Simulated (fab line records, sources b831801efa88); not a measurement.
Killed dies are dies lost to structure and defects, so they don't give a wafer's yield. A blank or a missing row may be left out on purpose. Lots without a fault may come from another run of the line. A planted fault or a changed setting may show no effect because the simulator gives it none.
fab line records | flow sky130
record lots=5 wafers=15 last_day=50
route steps=708 shown METAL1@445 VIA1@458
lots that met no fault: from a run of the same line without faults
start_h: hours from the record's first day to the start of the lot's first wafer shown | wait_h: hours since the lot's step before | " the same as in the row above | L1.1+2: a row that stands for several wafers | - no value, or no start given | * or withheld: withheld | < > ~ a bound
route shown NAME@n: a module of which the file shows steps, and the number in the route of the first | usual: mean/standard deviation of fault-free wafers | same: alike in all rows | chamber/n: place in a boat | sites: the reading at each site | _std_site: their standard deviation | _edge_site: outer sites' mean less inner sites' | radius_mm: how far each site lies from the wafer's centre | mask NAME#n: copy n | behind: the tool/chamber that last shaped the wafer | hold: why the lot was held/for how many hours/how that ended | device: the transistor (n, p or np) that didn't switch | end of line: the same wafers' tests at the end of the route | a step without rows: its recipe alone | killed: dies lost to structure and defects at the first sort, not the wafer's yield | map: a wafer's dies, x killed, . not, _ none there
set.NAME: the setting as run; set.NAME@STEP: as run at that earlier step | model.NAME: the simulator's own value behind a step, which no gauge read
lots at some steps of the route; a table a step, a row a wafer
services: from which hour (start_h, from the record's first day; less than 0 if before it) a tool's chamber was out of use, for how many hours, and why
## steps
# step SKY_METAL1_SOFTBAKE_11
# recipe temp_c=100 time_s=90 resist=KrF-thick
# columns lot.wafer tool chamber start_h wait_h
L078.2+3+5 litho_track-04 0 - -
L083.1+2+3 litho_track-02 0 - -
L088.1+2+4 litho_track-04 0 - -
L089.3+5+6 litho_track-01 0 - -
L096.1+5+6 litho_track-04 0 - -
# step SKY_METAL1_EXPOSE_12
# recipe mask_id=MM1 na=0.8 source_shape=annular sigma_inner=0.55 sigma_outer=0.85 target_cd_nm=140 dose_mj=28
# same na=0.8 sigma_outer=0.85
# columns lot.wafer tool chamber start_h wait_h mask
L078.2+3+5 krf_scanner-01 0 - - MM1#0
L083.1+2+3 krf_scanner-02 0 - - MM1#0
L088.1+2+4 krf_scanner-02 0 - - MM1#0
L089.3+5+6 krf_scanner-01 0 - - MM1#0
L096.1+5+6 krf_scanner-01 0 - - MM1#0
# step SKY_METAL1_PEB_13
# recipe peb_temp_c=withheld peb_time_s=withheld resist=KrF-thick
# columns lot.wafer tool chamber start_h wait_h
L078.2+3+5 litho_track-02 0 - -
L083.1+2+3 litho_track-01 0 - -
L088.1+2+4 litho_track-04 0 - -
L089.3+5+6 litho_track-04 0 - -
L096.1+5+6 litho_track-02 0 - -
# step SKY_METAL1_DEVELOP_14
# recipe develop_time_s=60 resist=KrF-thick dev_temp_c=21
# columns lot.wafer tool chamber start_h wait_h
L078.2+3+5 litho_track-02 0 - -
L083.1+2+3 litho_track-01 0 - -
L088.1+2+4 litho_track-04 0 - -
L089.3+5+6 litho_track-04 0 - -
L096.1+5+6 litho_track-02 0 - -
# step SKY_METAL1_CD_MEAS_15
# recipe target_cd_nm=140
# usual cd_nm=139.8/1.5
# columns lot.wafer tool chamber start_h wait_h cd_nm
L078.2 cd_sem-02 - 799.05 - 142.4
L078.3 " - " " 142.1
L078.5 " - " " 143.0
L083.1 cd_sem-01 - 833.32 - 140.7
L083.2 " - " " 137.6
L083.3 " - " " 139.4
L088.1 cd_sem-01 - 869.08 - 138.9
L088.2 " - " " 138.6
L088.4 " - " " 139.5
L089.3 cd_sem-01 - 877.72 - 139.1
L089.5 " - " " 137.9
L089.6 " - " " 138.7
L096.1 cd_sem-02 - 926.53 - 139.6
L096.5 " - " " 138.7
L096.6 " - " " 139.3
# step SKY_METAL1_OVL_MEAS_16
# usual METAL1_OVL=-3/5.8
# columns lot.wafer tool chamber start_h wait_h METAL1_OVL[nm]
L078.2 overlay-01 - 799.16 0.1 2
L078.3 " - " " 6
L078.5 " - " " 4
L083.1 overlay-02 - 833.44 0.1 -7
L083.2 " - " " 7
L083.3 " - " " -6
L088.1 overlay-02 - 869.20 0.1 -8
L088.2 " - " " -7
L088.4 " - " " -6
L089.3 overlay-01 - 877.81 0.1 4
L089.5 " - " " 8
L089.6 " - " " 9
L096.1 overlay-01 - 926.65 0.1 0
L096.5 " - " " 12
L096.6 " - " " -1
# step SKY_METAL1_DESCUM_17
# recipe chemistry=O2 source_power_w=150 bias_power_w=0 pressure_mtorr=10 temp_c=40 time_s=8
# usual drypump_motor_current_A=5.6/0.41 oes_product_au=1.001/0.011 temp_c=40.01/0.11
# same bias_power_w=0
# columns lot.wafer tool chamber start_h wait_h drypump_motor_current_A oes_product_au rf_hours_counter_h temp_c
L078.2 rie_metal-01 0 799.19 0.0 6.2 0.994 14 39.82
L078.3 " 0 " " 6.3 0.982 - 39.81
L078.5 " 1 " " 5.7 1.018 - 39.96
L083.1 rie_metal-01 0 833.47 0.0 6.3 0.993 15 40.08
L083.2 " 1 " " 5.7 1.020 6 39.88
L083.3 " 1 " " 5.7 1.022 - 39.89
L088.1 rie_metal-03 0 869.23 0.0 5.6 1.003 4 40.10
L088.2 " 0 " " 5.6 1.008 - 39.98
L088.4 " 0 " " 5.6 1.005 - 39.93
L089.3 rie_metal-02 0 877.84 0.0 5.1 0.999 - 40.04
L089.5 " 0 " " 5.1 0.992 - 39.97
L089.6 " 1 " " 5.8 0.992 - 40.04
L096.1 rie_metal-01 0 926.69 0.0 6.3 1.002 2 40.03
L096.5 " 1 " " 5.7 1.015 - 40.17
L096.6 " 0 " " 6.3 0.998 - 39.96
# step SKY_METAL1_ETCH_18
# recipe chemistry=N2/H2 target=BARC ion_energy_ev=200 bias_w=100 pressure_mtorr=30 n2_flow_sccm=100 h2_flow_sccm=200 icp_w=500 stop_on=SiO2 time_s=45.9 target_depth_a=600
# usual drypump_motor_current_A=5.6/0.41 n2_flow_sccm=99.98/0.28 oes_product_au=0.855/0.0048 throttle_valve_pct=13.224/0.009
# columns lot.wafer tool chamber start_h wait_h drypump_motor_current_A n2_flow_sccm oes_product_au rf_hours_counter_h throttle_valve_pct
L078.2 rie_metal-01 0 799.22 0.0 6.3 99.35 0.848 14 13.220
L078.3 " 0 " " 6.3 99.75 0.853 - 13.228
L078.5 " 1 " " 5.7 99.99 0.853 - 13.226
L083.1 rie_metal-01 0 833.50 0.0 6.3 100.24 0.865 15 13.233
L083.2 " 1 " " 5.7 100.32 0.853 6 13.222
L083.3 " 1 " " 5.7 99.82 0.856 - 13.223
L088.1 rie_metal-03 0 869.30 0.1 5.6 100.37 0.853 4 13.222
L088.2 " 0 " " 5.6 100.11 0.858 - 13.221
L088.4 " 0 " " 5.6 100.10 0.859 - 13.237
L089.3 rie_metal-02 0 877.88 0.0 5.1 99.48 0.849 - 13.219
L089.5 " 0 " " 5.1 99.80 0.859 - 13.226
L089.6 " 1 " " 5.8 99.62 0.848 - 13.207
L096.1 rie_metal-01 0 926.72 0.0 6.3 99.83 0.861 2 13.224
L096.5 " 1 " " 5.7 99.80 0.857 - 13.230
L096.6 " 0 " " 6.2 100.17 0.856 - 13.234
# step SKY_METAL1_METAL_ETCH_19
# recipe target_depth_a=3600 stop_on=SiO2 over_etch_frac=0.3 time_s=78 chemistry=Cl2/BCl3 resist_sidewall_deg=88 pressure_mtorr=10 icp_w=911.2 bias_w=48.5 Cl2_flow_sccm=60 bcl3_flow_sccm=30
# usual drypump_motor_current_A=5.6/0.42 mfc_cl2_sccm=60.01/0.17 oes_product_au=0.855/0.0062 throttle_valve_pct=22.264/0.0088
# columns lot.wafer tool chamber start_h wait_h drypump_motor_current_A mfc_cl2_sccm oes_product_au rf_hours_counter_h throttle_valve_pct
L078.2 rie_metal-01 0 799.28 0.0 6.3 60.36 0.858 14 22.247
L078.3 " 0 " " 6.3 60.56 0.846 - 22.274
L078.5 " 1 " " 5.7 60.09 0.842 - 22.271
L083.1 rie_metal-01 0 833.57 0.0 6.3 60.07 0.851 15 22.261
L083.2 " 1 " " 5.7 60.07 0.850 6 22.264
L083.3 " 1 " " 5.7 60.01 0.851 - 22.261
L088.1 rie_metal-03 0 869.42 0.1 5.6 59.88 0.851 4 22.273
L088.2 " 0 " " 5.6 59.95 0.856 - 22.260
L088.4 " 0 " " 5.6 60.15 0.855 - 22.266
L089.3 rie_metal-02 0 877.96 0.1 5.1 59.98 0.850 - 22.268
L089.5 " 0 " " 5.1 59.85 0.860 - 22.283
L089.6 " 1 " " 5.8 59.86 0.846 - 22.272
L096.1 rie_metal-01 0 926.78 0.0 6.3 60.01 0.855 2 22.262
L096.5 " 1 " " 5.7 59.77 0.859 - 22.271
L096.6 " 0 " " 6.3 60.02 0.853 - 22.270
# step SKY_METAL1_STRIP_20
# recipe chemistry=O2/N2 power_w=1400 pressure_mtorr=1500 platen_temp_c=withheld o2_flow_sccm=3000 n2_flow_sccm=300 overash_fraction=0.5
# usual drypump_motor_current_A=5.7/0.43 n2_flow_sccm=299.8/0.9 oes_product_au=0.342/0.0049 strip_time_to_endpoint_s=2.67/0.051
# columns lot.wafer tool chamber start_h wait_h drypump_motor_current_A n2_flow_sccm oes_product_au rf_hours_counter_h strip_time_to_endpoint_s
L078.2 plasma_asher-01 1 799.37 0.1 5.6 299.2 0.345 66 2.75
L078.3 " 0 " " 5.1 301.1 0.351 - 2.75
L078.5 " 0 " " 5.1 299.9 0.344 - 2.62
L083.1 plasma_asher-02 0 833.66 0.1 6.4 298.6 0.341 98 2.73
L083.2 " 1 " " 5.7 299.1 0.335 98 2.59
L083.3 " 1 " " 5.7 299.1 0.338 - 2.57
L088.1 plasma_asher-04 0 869.60 0.1 5.5 298.8 0.339 45 2.61
L088.2 " 1 " " 5.8 300.1 0.334 45 2.64
L088.4 " 1 " " 5.8 300.0 0.343 - 2.65
L089.3 plasma_asher-02 0 878.05 0.1 6.4 299.7 0.345 - 2.71
L089.5 " 1 " " 5.8 301.4 0.349 - 2.70
L089.6 " 0 " " 6.5 300.2 0.342 - 2.73
L096.1 plasma_asher-01 1 926.87 0.1 5.6 298.6 0.342 79 2.70
L096.5 " 1 " " 5.7 300.4 0.337 - 2.62
L096.6 " 0 " " 5.1 300.6 0.343 - 2.69
# step SKY_METAL1_STRIP_21
# recipe chemistry=post_etch_residue_remover time_s=1200 temp_c=72.5
# usual temp_c=72.54/0.12
# columns lot.wafer tool chamber start_h wait_h temp_c
L078.2 wet_bench-03 2 799.47 0.1 72.56
L078.3 " 2 " " 72.39
L078.5 " 2 " " 72.68
L083.1 wet_bench-03 2 833.76 0.1 72.35
L083.2 " 2 " " 72.38
L083.3 " 2 " " 72.49
L088.1 wet_bench-03 2 869.70 0.1 72.56
L088.2 " 2 " " 72.55
L088.4 " 2 " " 72.43
L089.3 wet_bench-03 1 878.12 0.0 72.59
L089.5 " 1 " " 72.60
L089.6 " 1 " " 72.55
L096.1 wet_bench-02 3 926.97 0.1 72.31
L096.5 " 3 " " 72.30
L096.6 " 3 " " 72.26
# step SKY_METAL1_CLEAN_22
# recipe chemistry=IPA time_s=180 temp_c=25
# usual temp_c=25.01/0.11
# columns lot.wafer tool chamber start_h wait_h temp_c
L078.2 wet_bench-02 3 799.82 0.0 25.13
L078.3 " 3 " " 25.11
L078.5 " 3 " " 25.20
L083.1 wet_bench-04 2 834.10 0.0 25.11
L083.2 " 2 " " 24.90
L083.3 " 2 " " 24.97
L088.1 wet_bench-03 2 870.04 0.0 24.93
L088.2 " 2 " " 25.15
L088.4 " 2 " " 25.05
L089.3 wet_bench-02 2 878.49 0.0 24.97
L089.5 " 2 " " 25.06
L089.6 " 2 " " 25.06
L096.1 wet_bench-04 2 927.35 0.0 24.92
L096.5 " 2 " " 24.89
L096.6 " 2 " " 25.05
# step SKY_METAL1_CLEAN_23
# recipe chemistry=O3/DIW dry=n2_spin
# columns lot.wafer tool chamber start_h wait_h
L078.2+3+5 wet_bench-04 2 799.93 0.0
L083.1+2+3 wet_bench-02 3 834.16 0.0
L088.1+2+4 wet_bench-03 3 870.10 0.0
L089.3+5+6 wet_bench-04 2 878.61 0.0
L096.1+5+6 wet_bench-02 2 927.41 0.0
# step SKY_VIA1_HDPCVD_00
# recipe material=SiO2 target_thk_nm=1030 sigma_open_frac=0.3 time_s=171.7 temp_c=400 sih4_flow_sccm=60 pressure_mtorr=6
# usual susceptor_temp_C=400.05/0.24
# columns lot.wafer tool chamber start_h wait_h susceptor_temp_C
L078.2 hdpcvd-02 0 800.02 0.0 399.72
L078.3 " 2 " " 400.00
L078.5 " 1 " " 400.07
L083.1 hdpcvd-02 0 834.25 0.0 399.97
L083.2 " 2 " " 399.79
L083.3 " 1 " " 400.30
L088.1 hdpcvd-02 2 870.19 0.0 400.41
L088.2 " 0 " " 399.75
L088.4 " 0 " " 399.88
L089.3 hdpcvd-02 0 878.70 0.0 399.74
L089.5 " 2 " " 399.92
L089.6 " 0 " " 399.94
L096.1 hdpcvd-01 2 927.51 0.0 400.25
L096.5 " 0 " " 400.42
L096.6 " 1 " " 400.07
# step SKY_VIA1_THK_MEAS_01
# recipe reads=SiO2_of_VIA1_HDPCVD_00
# usual VIA1_HDPCVD_THK=1028/11
# columns lot.wafer tool chamber start_h wait_h VIA1_HDPCVD_THK[nm]
L078.2 film_metro-01 - 800.15 0.1 1032
L078.3 " - " " 1031
L078.5 " - " " 1034
L083.1 film_metro-03 - 834.36 0.1 1017
L083.2 " - " " 1018
L083.3 " - " " 1029
L088.1 film_metro-03 - 870.31 0.1 1028
L088.2 " - " " 1022
L088.4 " - " " 1019
L089.3 film_metro-04 - 878.83 0.1 1025
L089.5 " - " " 1039
L089.6 " - " " 1033
L096.1 film_metro-04 - 927.62 0.1 1036
L096.5 " - " " 1036
L096.6 " - " " 1036
# step SKY_VIA1_CMP_02
# recipe material=SiO2 down_force_psi=4 platen_rpm=60 pad_velocity_m_s=0.94248
# usual motor_current_A=12.9/1.2
# columns lot.wafer tool chamber start_h wait_h motor_current_A
L078.3 cmp-01 1 800.25 0.1 15.1
L078.2 " 2 " " 12.6
L078.5 " 1 " " 16.1
L083.3 cmp-01 3 834.47 0.1 10.6
L083.2 " 0 " " 14.8
L083.1 " 1 " " 16.2
L088.1 cmp-02 3 870.42 0.1 13.9
L088.2 " 0 " " 12.6
L088.4 " 1 " " 11.7
L089.3 cmp-02 0 878.97 0.1 12.7
L089.5 " 2 " " 13.4
L089.6 " 3 " " 14.4
L096.1 cmp-02 0 927.68 0.1 12.2
L096.5 " 0 " " 13.0
L096.6 " 1 " " 11.3
# step SKY_VIA1_BOW_MEAS_03
# recipe mode=bow
# usual VIA1_BOW=80/7.5
# columns lot.wafer tool chamber start_h wait_h VIA1_BOW[um]
L078.2 film_metro-04 - 800.52 0.2 79
L078.3 " - " " 88
L078.5 " - " " 84
L083.1 film_metro-04 - 834.72 0.1 88
L083.2 " - " " 82
L083.3 " - " " 86
L088.1 film_metro-03 - 870.67 0.2 83
L088.2 " - " " 77
L088.4 " - " " 79
L089.3 film_metro-03 - 879.21 0.2 69
L089.5 " - " " 79
L089.6 " - " " 79
L096.1 film_metro-03 - 927.98 0.2 71
L096.5 " - " " 73
L096.6 " - " " 82
# step SKY_VIA1_DEHYDRATE_04
# recipe temp_c=200 time_s=60
# columns lot.wafer tool chamber start_h wait_h
L078.2+3+5 litho_track-02 0 813.46 12.9
L083.1+2+3 litho_track-04 0 847.38 12.6
L088.1+2+4 litho_track-04 0 882.88 12.2
L089.3+5+6 litho_track-03 0 890.67 11.4
L096.1+5+6 litho_track-04 0 940.03 12.0
# step SKY_VIA1_HMDS_05
# recipe prime_time_s=60 prime_temp_c=120
# columns lot.wafer tool chamber start_h wait_h
L078.2+3+5 litho_track-02 0 813.61 0.1
L083.1+2+3 litho_track-04 0 847.53 0.1
L088.1+2+4 litho_track-04 0 883.03 0.1
L089.3+5+6 litho_track-03 0 890.82 0.1
L096.1+5+6 litho_track-04 0 940.18 0.1
# step SKY_VIA1_COAT_06
# recipe resist=BARC temp_c=withheld time_s=withheld spin_rpm=3000 resist_thk_nm=60
# columns lot.wafer tool chamber start_h wait_h
L078.2+3+5 litho_track-02 0 813.76 0.1
L083.1+2+3 litho_track-04 0 847.68 0.1
L088.1+2+4 litho_track-04 0 883.18 0.1
L089.3+5+6 litho_track-03 0 890.97 0.1
L096.1+5+6 litho_track-04 0 940.33 0.1
# step SKY_VIA1_COAT_07
# recipe resist=KrF-thick spin_rpm=3000 resist_thk_nm=450
# columns lot.wafer tool chamber start_h wait_h
L078.2+3+5 litho_track-02 0 - -
L083.1+2+3 litho_track-04 0 - -
L088.1+2+4 litho_track-04 0 - -
L089.3+5+6 litho_track-03 0 - -
L096.1+5+6 litho_track-04 0 - -
# step SKY_VIA1_SOFTBAKE_08
# recipe temp_c=100 time_s=90 resist=KrF-thick
# columns lot.wafer tool chamber start_h wait_h
L078.2+3+5 litho_track-02 0 - -
L083.1+2+3 litho_track-04 0 - -
L088.1+2+4 litho_track-04 0 - -
L089.3+5+6 litho_track-03 0 - -
L096.1+5+6 litho_track-04 0 - -
# step SKY_VIA1_EXPOSE_09
# recipe mask_id=VIM na=0.8 source_shape=annular sigma_inner=0.55 sigma_outer=0.85 target_cd_nm=150 dose_mj=38
# same na=0.8 sigma_outer=0.85
# columns lot.wafer tool chamber start_h wait_h mask
L078.2+3+5 krf_scanner-02 0 - - VIM#0
L083.1+2+3 krf_scanner-01 0 - - VIM#0
L088.1+2+4 krf_scanner-02 0 - - VIM#0
L089.3+5+6 krf_scanner-02 0 - - VIM#0
L096.1+5+6 krf_scanner-01 0 - - VIM#0
# step SKY_VIA1_PEB_10
# recipe peb_temp_c=withheld peb_time_s=withheld resist=KrF-thick
# columns lot.wafer tool chamber start_h wait_h
L078.2+3+5 litho_track-04 0 - -
L083.1+2+3 litho_track-02 0 - -
L088.1+2+4 litho_track-04 0 - -
L089.3+5+6 litho_track-02 0 - -
L096.1+5+6 litho_track-04 0 - -
# step SKY_VIA1_DEVELOP_11
# recipe develop_time_s=60 resist=KrF-thick dev_temp_c=21
# columns lot.wafer tool chamber start_h wait_h
L078.2+3+5 litho_track-04 0 - -
L083.1+2+3 litho_track-02 0 - -
L088.1+2+4 litho_track-04 0 - -
L089.3+5+6 litho_track-02 0 - -
L096.1+5+6 litho_track-04 0 - -
# step SKY_VIA1_CD_MEAS_12
# recipe target_cd_nm=150
# usual cd_nm=149.8/1.8
# columns lot.wafer tool chamber start_h wait_h cd_nm
L078.2 cd_sem-01 - 826.70 - 149.1
L078.3 " - " " 148.6
L078.5 " - " " 150.1
L083.1 cd_sem-02 - 860.48 - 152.1
L083.2 " - " " 151.2
L083.3 " - " " 150.7
L088.1 cd_sem-01 - 896.63 - 147.2
L088.2 " - " " 147.2
L088.4 " - " " 150.2
L089.3 cd_sem-01 - 904.22 - 149.4
L089.5 " - " " 150.2
L089.6 " - " " 150.7
L096.1 cd_sem-01 - 952.08 - 148.0
L096.5 " - " " 149.1
L096.6 " - " " 148.4
# step SKY_VIA1_OVL_MEAS_13
# usual VIA1_OVL=-6/6.2
# columns lot.wafer tool chamber start_h wait_h VIA1_OVL[nm]
L078.2 overlay-01 - 826.80 0.1 0
L078.3 " - " " 1
L078.5 " - " " 4
L083.1 overlay-02 - 860.60 0.1 1
L083.2 " - " " 2
L083.3 " - " " -2
L088.1 overlay-02 - 896.75 0.1 -16
L088.2 " - " " -7
L088.4 " - " " -8
L089.3 overlay-02 - 904.32 0.1 -6
L089.5 " - " " -5
L089.6 " - " " -5
L096.1 overlay-01 - 952.20 0.1 -1
L096.5 " - " " -3
L096.6 " - " " -5
# step SKY_VIA1_ETCH_14
# recipe chemistry=N2/H2 target=BARC ion_energy_ev=200 source_w=500 bias_w=100 pressure_mtorr=30 n2_flow_sccm=100 h2_flow_sccm=200 stop_on=SiO2 time_s=45.9 target_depth_a=600
# usual drypump_motor_current_A=5.4/0.46 n2_flow_sccm=99.97/0.28 oes_product_au=0.854/0.0047 throttle_valve_pct=13.225/0.0094
# columns lot.wafer tool chamber start_h wait_h drypump_motor_current_A n2_flow_sccm oes_product_au rf_hours_counter_h throttle_valve_pct
L078.2 rie_diel-04 1 826.83 0.0 5.6 99.80 0.861 12 13.221
L078.3 " 0 " " 6.1 99.46 0.848 16 13.222
L078.5 " 1 " " 5.5 100.08 0.855 - 13.215
L083.1 rie_diel-04 0 860.64 0.0 6.1 100.22 0.850 17 13.223
L083.2 " 2 " " 5.0 99.90 0.856 23 13.221
L083.3 " 1 " " 5.6 99.34 0.858 13 13.223
L088.1 rie_diel-02 1 896.78 0.0 5.3 99.51 0.852 7 13.226
L088.2 " 2 " " 5.3 99.95 0.850 11 13.237
L088.4 " 0 " " 5.3 100.39 0.852 8 13.219
L089.3 rie_diel-02 1 904.34 0.0 5.3 100.00 0.856 8 13.234
L089.5 " 2 " " 5.3 99.70 0.861 - 13.245
L089.6 " 1 " " 5.3 99.94 0.855 - 13.211
L096.1 rie_diel-04 1 952.23 0.0 5.5 99.41 0.852 16 13.233
L096.5 " 1 " " 5.5 100.04 0.859 - 13.219
L096.6 " 2 " " 5.0 100.02 0.859 - 13.225
# step SKY_VIA1_ETCH_15
# recipe target=SiO2 chemistry=C4F8/O2/Ar target_depth_nm=351 stop_on=TiN mask_material=KrF-thick source_w=1500 bias_w=1200 pressure_mtorr=40 c4f8_flow_sccm=withheld O2_flow_sccm=6 Ar_flow_sccm=300 time_s=54
# usual oes_product_au=0.982/0.0054
# columns lot.wafer tool chamber start_h wait_h oes_product_au rf_hours_counter_h
L078.2 rie_diel-04 1 826.87 0.0 0.977 12
L078.3 " 0 " " 0.985 16
L078.5 " 1 " " 0.984 -
L083.1 rie_diel-04 0 860.68 0.0 0.974 17
L083.2 " 2 " " 0.978 23
L083.3 " 1 " " 0.991 13
L088.1 rie_diel-02 1 896.82 0.0 0.980 7
L088.2 " 2 " " 0.992 11
L088.4 " 0 " " 0.989 8
L089.3 rie_diel-02 1 904.38 0.0 0.985 8
L089.5 " 2 " " 0.990 -
L089.6 " 1 " " 0.987 -
L096.1 rie_diel-04 1 952.27 0.0 0.984 16
L096.5 " 1 " " 0.986 -
L096.6 " 2 " " 0.986 -
# step SKY_VIA1_STRIP_16
# recipe chemistry=O2/N2 power_w=1400 pressure_mtorr=1500 platen_temp_c=withheld o2_flow_sccm=3000 n2_flow_sccm=300 overash_fraction=0.5
# usual drypump_motor_current_A=5.7/0.46 n2_flow_sccm=300.0/0.8 oes_product_au=0.416/0.0046 strip_time_to_endpoint_s=4.459/0.02
# columns lot.wafer tool chamber start_h wait_h drypump_motor_current_A n2_flow_sccm oes_product_au rf_hours_counter_h strip_time_to_endpoint_s
L078.2 plasma_asher-01 0 826.92 0.0 5.1 300.1 0.415 69 4.402
L078.3 " 1 " " 5.6 299.4 0.412 - 4.410
L078.5 " 0 " " 5.1 298.9 0.414 - 4.433
L083.1 plasma_asher-01 1 860.73 0.0 5.6 301.1 0.420 72 4.463
L083.2 " 0 " " 5.0 301.0 0.427 72 4.483
L083.3 " 0 " " 5.1 299.5 0.420 - 4.481
L088.1 plasma_asher-02 0 896.87 0.0 6.4 301.1 0.421 105 4.472
L088.2 " 1 " " 5.8 299.1 0.415 105 4.439
L088.4 " 1 " " 5.8 301.1 0.423 - 4.418
L089.3 plasma_asher-03 1 904.46 0.1 5.4 299.3 0.414 - 4.470
L089.5 " 0 " " 6.3 300.1 0.411 - 4.442
L089.6 " 1 " " 5.4 299.1 0.414 - 4.439
L096.1 plasma_asher-01 1 952.32 0.0 5.6 299.2 0.413 82 4.456
L096.5 " 1 " " 5.6 300.5 0.417 - 4.432
L096.6 " 0 " " 5.0 300.9 0.428 - 4.474
# step SKY_VIA1_STRIP_17
# recipe chemistry=post_etch_residue_remover time_s=1200 temp_c=72.5
# usual temp_c=72.48/0.11
# columns lot.wafer tool chamber start_h wait_h temp_c
L078.2 wet_bench-03 2 827.02 0.1 72.53
L078.3 " 2 " " 72.57
L078.5 " 2 " " 72.48
L083.1 wet_bench-01 2 860.83 0.1 72.45
L083.2 " 2 " " 72.59
L083.3 " 2 " " 72.61
L088.1 wet_bench-03 0 896.97 0.1 72.44
L088.2 " 0 " " 72.43
L088.4 " 0 " " 72.40
L089.3 wet_bench-01 2 904.53 0.0 72.48
L089.5 " 2 " " 72.45
L089.6 " 2 " " 72.55
L096.1 wet_bench-03 0 952.42 0.1 72.27
L096.5 " 0 " " 72.38
L096.6 " 0 " " 72.21
# step SKY_VIA1_CLEAN_18
# recipe chemistry=IPA time_s=180 temp_c=25
# usual temp_c=25.00/0.1
# columns lot.wafer tool chamber start_h wait_h temp_c
L078.2 wet_bench-02 2 827.36 0.0 24.94
L078.3 " 2 " " 25.08
L078.5 " 2 " " 25.07
L083.1 wet_bench-03 2 861.20 0.0 25.20
L083.2 " 2 " " 25.17
L083.3 " 2 " " 25.07
L088.1 wet_bench-02 2 897.31 0.0 25.03
L088.2 " 2 " " 25.10
L088.4 " 2 " " 24.99
L089.3 wet_bench-02 2 904.87 0.0 24.99
L089.5 " 2 " " 24.88
L089.6 " 2 " " 25.03
L096.1 wet_bench-02 3 952.79 0.0 25.04
L096.5 " 3 " " 25.03
L096.6 " 3 " " 25.04
# step SKY_VIA1_CLEAN_19
# recipe chemistry=O3/DIW dry=n2_spin
# columns lot.wafer tool chamber start_h wait_h
L078.2+3+5 wet_bench-01 3 827.42 0.0
L083.1+2+3 wet_bench-01 0 861.26 0.0
L088.1+2+4 wet_bench-01 2 897.37 0.0
L089.3+5+6 wet_bench-03 2 904.93 0.0
L096.1+5+6 wet_bench-01 0 952.86 0.0
# step SKY_VIA1_SPUTTER_20
# recipe material=TiN target_thk_nm=20 chamber_pressure_pa=5 power_w=4000 time_s=80
# usual chamber_pressure_pa=5.000/0.01 throttle_valve_pct=30.3/1.2
# columns lot.wafer tool chamber start_h wait_h chamber_pressure_pa throttle_valve_pct
L078.2 pvd_sputter-03 - 827.51 0.0 5.005 30.5
L078.3 " - " " 4.996 29.3
L078.5 " - " " 5.005 29.2
L083.1 pvd_sputter-04 - 861.36 0.0 4.990 29.9
L083.2 " - " " 4.986 29.3
L083.3 " - " " 5.011 32.1
L088.1 pvd_sputter-04 - 897.46 0.0 5.013 29.5
L088.2 " - " " 5.009 32.1
L088.4 " - " " 4.990 30.2
L089.3 pvd_sputter-04 - 905.02 0.0 4.994 30.1
L089.5 " - " " 5.000 32.3
L089.6 " - " " 5.007 30.4
L096.1 pvd_sputter-04 - 952.97 0.0 5.002 29.6
L096.5 " - " " 4.992 29.0
L096.6 " - " " 5.014 32.6
# step SKY_VIA1_CVD_21
# recipe material=W target_thk_nm=270 time_s=80.902 temp_c=400 pressure_torr=40
# usual heater_power_w=856/47 susceptor_temp_C=400.00/0.21
# columns lot.wafer tool chamber start_h wait_h heater_power_w susceptor_temp_C
L078.2 cvd_w-01 1 827.57 0.0 848 400.05
L078.3 " 1 " " 853 400.18
L078.5 " 0 " " 802 400.12
L083.1 cvd_w-01 0 861.43 0.0 806 400.26
L083.2 " 1 " " 881 400.08
L083.3 " 1 " " 848 399.82
L088.1 cvd_w-01 1 897.52 0.0 843 399.77
L088.2 " 0 " " 800 400.08
L088.4 " 0 " " 815 400.26
L089.3 cvd_w-01 1 905.11 0.1 843 400.31
L089.5 " 1 " " 854 400.37
L089.6 " 0 " " 822 400.12
L096.1 cvd_w-02 1 953.03 0.0 895 400.09
L096.5 " 1 " " 875 400.44
L096.6 " 0 " " 875 399.78
# step SKY_VIA1_RS_MEAS_22
# recipe thk_meas_gauge=four-point-probe reads=W_of_VIA1_CVD_21+TiN_of_VIA1_SPUTTER_20
# usual VIA1_W_RS=0.430/0.0054
# columns lot.wafer tool chamber start_h wait_h VIA1_W_RS[ohm/sq]
L078.2 film_metro-03 - 827.69 0.1 0.434
L078.3 " - " " 0.434
L078.5 " - " " 0.435
L083.1 film_metro-04 - 861.52 0.1 0.431
L083.2 " - " " 0.432
L083.3 " - " " 0.431
L088.1 film_metro-04 - 897.62 0.1 0.435
L088.2 " - " " 0.425
L088.4 " - " " 0.419
L089.3 film_metro-03 - 905.21 0.1 0.429
L089.5 " - " " 0.431
L089.6 " - " " 0.422
L096.1 film_metro-01 - 953.12 0.1 0.431
L096.5 " - " " 0.433
L096.6 " - " " 0.439
# step SKY_VIA1_THK_MEAS_23
# recipe thk_meas_gauge=xrf reads=W_of_VIA1_CVD_21
# usual VIA1_W_THK=270/3.8
# columns lot.wafer tool chamber start_h wait_h VIA1_W_THK[nm]
L078.2 film_metro-03 - 827.80 0.1 271
L078.3 " - " " 270
L078.5 " - " " 269
L083.1 film_metro-04 - 861.64 0.1 269
L083.2 " - " " 270
L083.3 " - " " 269
L088.1 film_metro-04 - 897.74 0.1 268
L088.2 " - " " 274
L088.4 " - " " 277
L089.3 film_metro-03 - 905.31 0.1 271
L089.5 " - " " 270
L089.6 " - " " 275
L096.1 film_metro-01 - 953.24 0.1 267
L096.5 " - " " 263
L096.6 " - " " 263
## services
# columns tool chamber start_h hours kind
wet_bench-04 - 762.71 3.1 repair
krf_scanner-02 - 772.64 0.2 repair
rie_metal-01 - 773.01 2.9 repair
rie_diel-02 - 782.14 14.6 pm
krf_scanner-02 - 786.17 1.0 pm
plasma_asher-01 - 786.97 1.5 repair
krf_scanner-02 - 787.17 0.8 pm
rie_diel-04 - 788.30 1.8 repair
cvd_w-01 - 794.01 3.4 repair
krf_scanner-01 - 800.76 1.3 pm
krf_scanner-01 - 802.06 1.0 pm
krf_scanner-02 - 806.26 0.5 repair
rie_diel-02 2 809.07 3.5 repair
wet_bench-01 - 810.19 4.4 pm
pvd_sputter-04 - 822.10 1.0 repair
wet_bench-02 - 823.96 1.9 pm
krf_scanner-02 - 850.70 3.6 pm
krf_scanner-02 - 854.63 1.3 pm
krf_scanner-01 - 861.66 0.8 pm
rie_diel-02 - 878.43 0.5 repair
hdpcvd-02 - 880.82 1.7 repair
krf_scanner-01 - 888.32 1.0 repair
hdpcvd-02 - 912.27 0.8 repair
krf_scanner-02 - 923.56 4.4 pm
## key
fault none
